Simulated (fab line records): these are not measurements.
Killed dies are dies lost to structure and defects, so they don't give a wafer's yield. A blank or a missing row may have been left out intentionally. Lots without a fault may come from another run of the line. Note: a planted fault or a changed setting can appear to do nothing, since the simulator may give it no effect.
Struck lot and sound lot, side by side ; flow sky130 ; 23 out of 708 route steps
Sound: these wafers, L798.2, L798.4, L798.6. Struck: wafer L794.2 (left out: L794.6, a lot-mate that was not struck); the cause follows at the end.
For every step that has rows: the tool of each side, followed by ch and its chambers, followed by its first start. Under that, the readings that differ: sound wafers ; struck wafers ; difference of the means ; sigmas: that difference in standard deviations of wafers without a fault.
alike: a reading whose means differ by less than 2 such deviations, as well as words and numbers matching on both sides. not compared: withheld readings; readings where some wafer has no value; bounds like >300 that might hide an equal value; numbers whose values overlap and for which the record gives no deviation.
A row with sigmas, a row that says differs or no value, or rows on one side alone: a step with any of these is where the two part. Numbers that have no deviation but don't overlap get no sigmas and don't part them. Lack of a reading on every wafer of one side parts them only where that side has two or more wafers.

SKY_CONTACT_THK_MEAS_26: measures by xrf.
  struck on film metro-03, day 37 13:41; sound on film metro-01, day 38 13:10
  alike: CONTACT_W_THK
SKY_CONTACT_CMP_27: polishes, stops on SiO2, t overpolish 15 s, target thk 0 nm.
  sound on cmp-01 ch 2,3, day 38 13:13; struck on cmp-01 ch 1, day 37 13:47
reading;sound;struck;difference;sigmas
time to endpoint s (s);83.4 84.1 85.3;78.7;-5.6;-2
  alike: motor current A, overpolish run s, slurry flow ml min
SKY_METAL1_SPUTTER_00: material Ti, target thk 15 nm, time 10 s.
  struck on pvd sputter-03, day 37 14:02; sound on pvd sputter-04, day 38 13:31
  alike: chamber pressure pa, throttle valve pct
then, 2 steps without rows for these wafers: SKY_METAL1_SPUTTER_01 (material TiN, target thk 20 nm, time 16.7 s); SKY_METAL1_SPUTTER_02 (material AlCu, target thk 250 nm, time 13.3 s).
SKY_METAL1_SPUTTER_03: material Ti, target thk 5 nm, time 3.3 s.
  struck on pvd sputter-03, day 37 14:07; sound on pvd sputter-04, day 38 13:36
  alike: chamber pressure pa, throttle valve pct
SKY_METAL1_SPUTTER_04: material TiN, target thk 70 nm, time 58.3 s.
  struck on pvd sputter-03, day 37 14:07; sound on pvd sputter-04, day 38 13:37
  alike: chamber pressure pa, throttle valve pct
SKY_METAL1_RS_MEAS_05: uses a four-point probe to measure.
  struck on film metro-02, day 37 14:11; sound on film metro-02, day 38 13:41
reading;sound;struck;difference;sigmas
METAL1_ALCU_RS (ohm/sq);0.1272 0.1276 0.1275;0.1245;-0.0029;-3
SKY_METAL1_THK_MEAS_06: measures by xrf.
  struck on film metro-02, day 37 14:18; sound on film metro-02, day 38 13:47
reading;sound;struck;difference;sigmas
METAL1_ALCU_THK (nm);250.6 249.4 251.1;257.2;+6.8;+3
then, 3 steps without rows for these wafers: SKY_METAL1_DEHYDRATE_07 (time 60 s); SKY_METAL1_HMDS_08 (prime time 60 s); SKY_METAL1_COAT_09 (resist thk 60 nm).
SKY_METAL1_COAT_10: resist thk 450 nm.
  sound on litho track-02 ch 0, day 39 01:00; struck on litho track-01 ch 0, day 38 03:00
reading;sound;struck;difference;sigmas
model.KrF-thick_of_METAL1_COAT_10.thk nm (nm);452.4 450.3 452.6;444.8;-7.0;
  alike: chill plate temp C
then, 4 steps without rows for these wafers: SKY_METAL1_SOFTBAKE_11 (time 90 s); SKY_METAL1_EXPOSE_12 (exposes mask MM1, target cd 140 nm); SKY_METAL1_PEB_13; SKY_METAL1_DEVELOP_14 (develop time 60 s).
SKY_METAL1_CD_MEAS_15: the cd target is 140 nm.
  struck on cd sem-01, day 38 16:20; sound on cd sem-02, day 39 13:52
  alike: cd nm
SKY_METAL1_OVL_MEAS_16:
  struck on overlay-02, day 38 16:26; sound on overlay-01, day 39 13:59
reading;sound;struck;difference;sigmas
METAL1_OVL (nm);13 17 12;0;-14;-2
then, 2 steps without rows for these wafers: SKY_METAL1_DESCUM_17 (chemistry O2, time 8 s); SKY_METAL1_ETCH_18 (etches BARC in N2/H2, stops on SiO2, time 45.9 s, target depth 60 nm).
SKY_METAL1_METAL_ETCH_19: etches the open film in Cl2/BCl3, stops on SiO2, target depth 360 nm, time 78 s.
  sound on rie metal-03 ch 0,1, day 39 14:06; struck on rie metal-01 ch 0, day 38 16:41
  alike: drypump motor current A, oes product au, throttle valve pct
  not compared: rf hours counter h, model.KrF-thick_of_METAL1_COAT_10.thk nm
SKY_METAL1_STRIP_20: strips in O2/N2.
  sound on plasma asher-02 ch 0, day 39 14:11; struck on plasma asher-02 ch 1, day 38 16:50
reading;sound;struck;difference;sigmas
drypump motor current A (A);4.8 4.8 4.8;5.9;+1.1;+2
strip time to endpoint s (s);2.79 2.67 2.82;2.67;-0.09;-3
  alike: o2 flow sccm, oes product au
  not compared: rf hours counter h

== WHERE THEY PART ==
At SKY_CONTACT_CMP_27 first; at SKY_METAL1_STRIP_20 last (within this record only).

WHY: what the simulator had put in
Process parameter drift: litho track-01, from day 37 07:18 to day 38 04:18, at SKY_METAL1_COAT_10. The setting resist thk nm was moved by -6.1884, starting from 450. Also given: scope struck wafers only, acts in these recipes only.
